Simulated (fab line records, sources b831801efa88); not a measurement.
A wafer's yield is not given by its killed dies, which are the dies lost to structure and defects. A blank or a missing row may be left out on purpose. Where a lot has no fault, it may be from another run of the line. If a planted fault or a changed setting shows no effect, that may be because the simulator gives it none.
Which tool is to blame?    flow gf180mcu    13 lots with 39 wafers sampled at 4 steps, on a route of 602 steps

## WHAT THE GAUGES READ, wafer by wafer
GF_CONTACT_RS_MEAS_25: measurement is done with a four-point probe. Usual: CONTACT_W_RS typically reads 0.386 ohm/sq, with standard deviation 0.0053.
lot   measured      on             CONTACT_W_RS (ohm/sq)  flag
L584  day 16 05:18  film-metro-04  0.385 0.388 0.385      
L585  day 16 15:42  film-metro-03  0.383 0.378 0.385      
L586  day 16 20:22  film-metro-01  0.380 0.392 0.389      
L587  day 17 07:30  film-metro-04  0.382 0.380 0.380      
L588  day 17 12:19  film-metro-03  0.390 0.390 0.388      
L591  day 18 17:11  film-metro-04  0.399 0.390 0.391      
L595  day 20 07:41  film-metro-03  0.387 0.398 0.390      
L596  day 20 17:46  film-metro-04  0.385 0.383 0.376      
L599  day 21 22:41  film-metro-01  0.381 0.390 0.379      
L601  day 22 14:38  film-metro-01  0.397 0.394 0.395      
L603  day 23 00:43  film-metro-04  0.382 0.382 0.388      
L604  day 23 04:56  film-metro-01  0.383 0.380 0.380      
L605  day 23 14:56  film-metro-01  0.379 0.385 0.385      

GF_M1_OVL_MEAS_15. Usual: M1_OVL typically reads 0 nm, with standard deviation 6.2.
lot   measured      on          M1_OVL (nm)  flag
L584  day 17 05:11  overlay-01  0 -4 -3      
L585  day 17 15:44  overlay-01  -1 -6 4      
L586  day 17 20:38  overlay-01  0 -1 -8      
L587  day 18 07:59  overlay-02  6 2 7        
L588  day 18 12:48  overlay-01  1 7 6        
L591  day 19 17:57  overlay-01  -7 -6 -3     
L595  day 21 08:16  overlay-02  8 -4 2       
L596  day 21 17:40  overlay-01  6 6 10       
L599  day 22 23:02  overlay-02  -4 2 4       
L601  day 23 14:08  overlay-02  7 17 6       
L603  day 24 00:23  overlay-02  -6 -1 -4     
L604  day 24 03:59  overlay-01  -8 0 -10     
L605  day 24 14:01  overlay-01  9 8 6        

GF_V1_BOW_MEAS_05. Usual: V1_BOW typically reads 81 um, with standard deviation 7.4.
lot   measured      on             V1_BOW (um)  flag
L584  day 17 06:35  film-metro-01  83 76 79     
L585  day 17 17:08  film-metro-01  83 79 80     
L586  day 17 22:03  film-metro-01  89 78 79     
L587  day 18 09:14  film-metro-02  74 73 82     
L588  day 18 14:06  film-metro-01  77 77 83     
L591  day 19 19:14  film-metro-01  94 93 82     
L595  day 21 09:32  film-metro-02  58 82 82     
L596  day 21 18:56  film-metro-02  91 78 89     
L599  day 23 00:20  film-metro-01  92 90 92     
L601  day 23 15:25  film-metro-02  92 92 87     
L603  day 24 01:39  film-metro-01  93 93 70     
L604  day 24 05:22  film-metro-03  80 78 72     
L605  day 24 15:22  film-metro-02  80 90 75     

## EACH LOT AND THE TOOL THAT RAN IT (in order: tool; ch and the chambers of the sampled wafers; start)
lot   GF_M1_METAL_ETCH_16
L584  rie-metal-02 ch 1, day 17 05:14
L585  rie-metal-02 ch 1, day 17 15:47
L586  rie-metal-02 ch 1, day 17 20:40
L587  rie-metal-03 ch 0,1, day 18 08:01
L588  rie-metal-03 ch 0,1, day 18 12:52
L591  rie-metal-02 ch 0,1, day 19 18:01
L595  rie-metal-02 ch 0,1, day 21 08:19
L596  rie-metal-01 ch 0,1, day 21 17:43
L599  rie-metal-03 ch 0,1, day 22 23:07
L601  rie-metal-02 ch 0,1, day 23 14:10
L603  rie-metal-01 ch 0,1, day 24 00:25
L604  rie-metal-03 ch 0, day 24 04:01
L605  rie-metal-03 ch 0,1, day 24 14:04
- GF_M1_METAL_ETCH_16: etches the open film in Cl2/BCl3, stops on SiO2, target depth 750.8 nm, time 125.1 s.

## WHAT THE TOOLS THEMSELVES READ (means of the sampled wafers that have a number; where no wafer has one, the mark that the record gives instead)
GF_M1_METAL_ETCH_16. Usual: bias-w 140.0 W, standard deviation 0.4; drypump-motor-current-A 5.3 A, standard deviation 0.48; mfc-cl2-sccm 79.97 sccm, standard deviation 0.23; oes-product-au 0.988 a.u., standard deviation 0.0078; throttle-valve-pct 28.230 %, standard deviation 0.011.
lot   tool          bias-w (W)  drypump-motor-current-A (A)  mfc-cl2-sccm (sccm)  oes-product-au (a.u.)  throttle-valve-pct (%)  flag
L584  rie-metal-02  140.2       5.3                          79.79                0.994                  28.224                  
L585  rie-metal-02  139.6       5.3                          79.93                0.996                  28.220                  
L586  rie-metal-02  140.2       5.3                          79.80                0.994                  28.223                  
L587  rie-metal-03  140.0       5.1                          80.10                0.988                  28.234                  
L588  rie-metal-03  140.3       5.5                          80.19                0.993                  28.219                  
L591  rie-metal-02  134.1       5.3                          80.18                0.991                  28.222                  OFF
L595  rie-metal-02  134.3       5.3                          79.71                0.990                  28.227                  OFF
L596  rie-metal-01  139.8       5.5                          80.13                0.987                  28.236                  
L599  rie-metal-03  139.8       5.1                          79.68                0.987                  28.231                  
L601  rie-metal-02  140.1       5.3                          79.97                0.995                  28.223                  
L603  rie-metal-01  140.0       5.6                          80.08                0.992                  28.224                  
L604  rie-metal-03  140.3       4.7                          80.13                0.987                  28.231                  
L605  rie-metal-03  139.6       5.5                          79.86                0.979                  28.231                  

## THE ANSWER, worked out from the rows above alone
Rule: take the mean of a lot's wafers that have a number; if it is more than 3 standard deviations from the usual mean, the lot is off. A lot without any number at a reading at which 4 lots or more have one is off too. Any other lot the step has rows for is counted as sound. After the gauges, taken in route order, come the tools' own readings; for these a lot's mean is taken, as printed above. At the first step where some lot is off, the reading lying furthest off is the one used; lots without a number count as furthest.
Off at GF_M1_METAL_ETCH_16 (bias-w): L591, L595.
If a tool, at that step or one of the process steps before it, ran each lot that is off and ran no sound lot following the first of them, it fits. No candidate that was tried fits.

## WHAT THE SIMULATOR HAD PUT IN
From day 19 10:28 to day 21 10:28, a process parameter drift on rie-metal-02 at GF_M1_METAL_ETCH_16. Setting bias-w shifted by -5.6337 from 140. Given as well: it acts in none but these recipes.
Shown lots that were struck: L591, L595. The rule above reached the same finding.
